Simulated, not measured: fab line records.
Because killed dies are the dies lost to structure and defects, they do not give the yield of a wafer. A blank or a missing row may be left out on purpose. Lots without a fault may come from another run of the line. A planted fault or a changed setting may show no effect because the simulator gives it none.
Chamber matching + flow gf180mcu + 4 sister chambers for GF_V3_CMP_04 on cmp-02
The step polishes SiO2. 4 wafers are shown with their chamber, then 8 later ones without.

== WAFERS, EACH WITH ITS CHAMBER ==
| wafer  | chamber | motor current A (A) |
|--------|---------|---------------------|
| L452.1 | 1       | 12.8                |
| L454.4 | 3       | 11.7                |
| L454.5 | 0       | 14.5                |
| L456.1 | 2       | 11.2                |

== WAFERS WITHOUT THEIR CHAMBER ==
| wafer  | motor current A (A) |
|--------|---------------------|
| L456.3 | 12.6                |
| L456.5 | 13.8                |
| L465.4 | 13.5                |
| L465.5 | 12.5                |
| L465.6 | 13.5                |
| L466.2 | 10.6                |
| L466.4 | 12.2                |
| L466.5 | 11.6                |

== WHICH CHAMBER EACH ONE RAN IN ==
| wafer  | from the rows above          | in truth |
|--------|------------------------------|----------|
| L456.3 | can't be placed: 1 or 3      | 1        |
| L456.5 | can't be placed: 0 or 1      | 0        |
| L465.4 | can't be placed: 1 or 0      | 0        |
| L465.5 | can't be placed: 1 or 3 or 2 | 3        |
| L465.6 | can't be placed: 1 or 0      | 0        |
| L466.2 | can't be placed: 2 or 3      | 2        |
| L466.4 | can't be placed: 3 or 1 or 2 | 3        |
| L466.5 | can't be placed: 3 or 2      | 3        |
Placed correctly: 0 of 8. Not placeable from these rows: 8 (in 8, the candidates include the true chamber). 0 placed wrongly.
How it was worked out, from the rows above alone: a wafer's distance from a chamber is the root of the sum, over the readings, of the square of ((its reading less the chamber's mean) divided by the reading's scatter). If the next closest chamber is less than 2 further off than the closest, the wafer can't be placed; otherwise it belongs to the closest. Each chamber's mean is taken over the wafers shown for it. The scatter (one wafer shown for each chamber): square how far every hidden wafer sits from the nearest shown wafer, average those squares and take the square root.
